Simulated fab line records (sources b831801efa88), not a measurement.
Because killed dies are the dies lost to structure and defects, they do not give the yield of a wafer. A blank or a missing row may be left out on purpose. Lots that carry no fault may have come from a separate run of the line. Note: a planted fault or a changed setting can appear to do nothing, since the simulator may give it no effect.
The tool behind it: which one? | flow gf180mcu | 12 lots with 36 wafers sampled at 6 steps, on a route of 602 steps

WHAT THE GAUGES SHOWED, per wafer
GF_VT_IMPLANT_RS_MEAS_48: measurement is done with a four-point probe.
lot  | measured     | on            | LVPWELL_RS (ohm/sq)
L961 | day 7 17:05  | film metro-02 | 1196 1194 1198
L962 | day 7 20:51  | film metro-01 | 1197 1197 1197
L964 | day 8 18:04  | film metro-04 | 1201 1199 1202
L965 | day 8 20:48  | film metro-01 | 1192 1193 1189
L966 | day 9 01:10  | film metro-01 | 1196 1194 1195
L967 | day 9 13:29  | film metro-02 | 1197 1199 1200
L968 | day 9 16:29  | film metro-02 | 1207 1202 1202
L971 | day 10 11:07 | film metro-04 | 1195 1195 1196
L978 | day 12 12:14 | film metro-02 | 1194 1196 1198
L979 | day 12 18:22 | film metro-04 | 1194 1198 1199
L981 | day 13 10:15 | film metro-02 | 1195 1193 1190
L984 | day 14 05:01 | film metro-02 | 1196 1197 1196

GF_HV_LDD_TW_MEAS_38.
lot  | measured     | on            | HV_LDD_3_TW
L961 | day 11 21:44 | film metro-02 | 1435 1432 1435
L962 | day 12 01:33 | film metro-04 | 1439 1439 1440
L964 | day 13 02:40 | film metro-01 | 1439 1436 1436
L965 | day 13 03:00 | film metro-01 | 1436 1433 1441
L966 | day 13 09:19 | film metro-02 | 1442 1444 1434
L967 | day 14 03:08 | film metro-02 | 1436 1432 1431
L968 | day 14 05:38 | film metro-02 | 1340 1328 1330 1333 1329 1332
L971 | day 15 00:22 | film metro-02 | 1321 1315 1323 1320 1316 1321
L978 | day 17 11:30 | film metro-02 | 1446 1437 1439
L979 | day 17 19:58 | film metro-01 | 1426 1430 1428
L981 | day 18 18:53 | film metro-01 | 1424 1430 1432
L984 | day 19 17:22 | film metro-02 | 1435 1438 1445

GF_HV_LDD_OVL_MEAS_47.
lot  | measured     | on         | HV_LDD_03_OVL (nm)
L961 | day 12 17:41 | overlay-01 | -0.8 -1.8 0.9
L962 | day 12 21:49 | overlay-02 | 1.7 1.1 0.7
L964 | day 13 22:51 | overlay-01 | -0.1 -1.4 -0.4
L965 | day 13 23:04 | overlay-02 | -1.8 -3.3 -0.7
L966 | day 14 05:19 | overlay-02 | -1.9 -2.8 -2.2
L967 | day 14 23:33 | overlay-01 | -0.7 2.6 0.6
L968 | day 15 01:38 | overlay-02 | 0.3 -1.5 1.3
L971 | day 15 22:25 | overlay-01 | 0.4 0.1 1.2
L978 | day 18 11:07 | overlay-01 | -1.4 -0.7 -1.6
L979 | day 18 20:26 | overlay-02 | -1.9 -0.6 -0.9
L981 | day 19 19:31 | overlay-02 | -2.3 -1.1 -1.0
L984 | day 20 17:58 | overlay-01 | 2.5 0.3 2.4

GF_HV_LDD_RS_MEAS_53: measurement is done with a four-point probe.
lot  | measured     | on            | HV_LDD_RS (ohm/sq)
L961 | day 12 18:10 | film metro-02 | 415.9 417.2 416.3
L962 | day 12 22:17 | film metro-02 | 417.6 418.2 419.7
L964 | day 13 23:19 | film metro-02 | 419.7 419.5 419.8
L965 | day 13 23:32 | film metro-02 | 419.4 418.9 420.0
L966 | day 14 05:46 | film metro-02 | 418.6 418.2 416.7
L967 | day 15 00:06 | film metro-01 | 418.0 416.8 418.1
L968 | day 15 02:06 | film metro-02 | 437.9 438.1 436.6 437.9 438.0 437.0
L971 | day 15 22:52 | film metro-02 | 438.9 438.2 439.0 438.6 438.7 438.0
L978 | day 18 11:35 | film metro-02 | 418.4 418.7 418.2
L979 | day 18 20:54 | film metro-01 | 418.2 419.5 418.5
L981 | day 19 19:59 | film metro-01 | 418.8 417.3 419.0
L984 | day 20 18:29 | film metro-01 | 417.2 417.1 417.7

WHICH TOOL RAN EACH LOT (tool, then ch and the chambers of the sampled wafers, then the start)
lot  | GF_VT_IMPLANT_RTA_45             | GF_HV_LDD_IMPLANT_35
L961 | rtp anneal-01 ch 0, day 7 16:44  | implanter-04 ch 0, day 11 21:21
L962 | rtp anneal-01 ch 0, day 7 20:30  | implanter-03 ch 0, day 12 01:10
L964 | rtp anneal-02 ch 0, day 8 17:44  | implanter-02 ch 0, day 13 02:16
L965 | rtp anneal-01 ch 0, day 8 20:28  | implanter-03 ch 0, day 13 02:37
L966 | rtp anneal-01 ch 0, day 9 00:50  | implanter-03 ch 0, day 13 08:55
L967 | rtp anneal-01 ch 0, day 9 13:08  | implanter-04 ch 0, day 14 02:44
L968 | rtp anneal-01 ch 0, day 9 16:08  | implanter-03 ch 0, day 14 05:14
L971 | rtp anneal-01 ch 0, day 10 10:47 | implanter-03 ch 0, day 14 23:58
L978 | rtp anneal-02 ch 0, day 12 11:49 | implanter-04 ch 0, day 17 11:07
L979 | rtp anneal-01 ch 0, day 12 18:02 | implanter-04 ch 0, day 17 19:34
L981 | rtp anneal-02 ch 0, day 13 09:55 | implanter-04 ch 0, day 18 18:29
L984 | rtp anneal-02 ch 0, day 14 04:41 | implanter-02 ch 0, day 19 16:58
- GF_VT_IMPLANT_RTA_45: time 30 s.
- GF_HV_LDD_IMPLANT_35

AS READ BY THE TOOLS THEMSELVES (means over the sampled wafers that have a number; for cases with no such wafer, the mark the record gives instead)
GF_VT_IMPLANT_RTA_45.
lot  | tool          | lamp power pct (%) | wafer_temp_C_max
L961 | rtp anneal-01 | 38.3               | 1057.7
L962 | rtp anneal-01 | 38.4               | 1056.6
L964 | rtp anneal-02 | 37.3               | 1058.6
L965 | rtp anneal-01 | 38.3               | 1056.2
L966 | rtp anneal-01 | 38.3               | 1057.0
L967 | rtp anneal-01 | 38.3               | 1057.3
L968 | rtp anneal-01 | 38.3               | 1056.5
L971 | rtp anneal-01 | 38.4               | 1057.8
L978 | rtp anneal-02 | 37.3               | 1058.1
L979 | rtp anneal-01 | 38.3               | 1057.8
L981 | rtp anneal-02 | 37.3               | 1059.9
L984 | rtp anneal-02 | 37.3               | 1057.8

GF_HV_LDD_IMPLANT_35.
lot  | tool         | dose ions cm2 | faraday current uA
L961 | implanter-04 | 7.505e+12     | 41.8
L962 | implanter-03 | 7.498e+12     | 42.0
L964 | implanter-02 | 7.499e+12     | 42.4
L965 | implanter-03 | 7.499e+12     | 42.3
L966 | implanter-03 | 7.493e+12     | 42.2
L967 | implanter-04 | 7.489e+12     | 42.5
L968 | implanter-03 | 1.023e+12     | 5.8
L971 | implanter-03 | 1.028e+12     | 5.7
L978 | implanter-04 | 7.503e+12     | 42.2
L979 | implanter-04 | 7.497e+12     | 42.2
L981 | implanter-04 | 7.502e+12     | 42.2
L984 | implanter-02 | 7.492e+12     | 41.7

THE ANSWER, worked out from the rows above alone
Rule: usual is defined by the lots themselves. The widest of any qualifying gaps counts: lots, ordered by their means at a reading, are off when they make up no more than a third of the lots, leave a main group of 4 or more, and stand apart from it by 3 or more times the standard deviation of that group's means. A main group is skipped when, at the precision printed for the reading in the tables above, its means are all equal. Also off: a lot with no number at a reading for which 4 or more lots have one. All remaining lots with rows at the step are treated as sound. After the gauges, taken in route order, come the tools' own readings; for these a lot's mean is taken, as printed above. At the first step where some lot is off, the reading lying furthest off is the one used; lots without a number count as furthest.
Off: L968, L971, at GF_HV_LDD_TW_MEAS_38 (HV_LDD_3_TW). The main group: mean 1436, standard deviation 4.4.
If a tool, at a process step before that reading, ran all the lots that are off and no sound lot after the first of them, it fits. The gauges at GF_HV_LDD_TW_MEAS_38 aren't tried: what is off there is off at GF_HV_LDD_IMPLANT_35 too, on other tools, and a gauge's error can't cause that. One fits: GF_HV_LDD_IMPLANT_35 on implanter-03. Its last sound lot is L966 (day 13 08:55), its first lot that is off L968 (day 14 05:14): a fault that began between those two fits.
The tool's own readings at GF_HV_LDD_IMPLANT_35 bear it out: on the lots that are off they differ by more than 5 times the standard deviation of the sound lots' means. dose ions cm2 reads 1.026e+12 there against 7.498e+12 on the sound lots; faraday current uA reads 5.8 there against 42.1 on the sound lots.

WHAT HAD BEEN PUT IN BY THE SIMULATOR
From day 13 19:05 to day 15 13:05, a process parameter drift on implanter-03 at GF_HV_LDD_IMPLANT_35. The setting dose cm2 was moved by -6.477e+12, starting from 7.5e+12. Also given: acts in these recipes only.
Struck lots among those shown: L968, L971. The rule above reached the same finding.
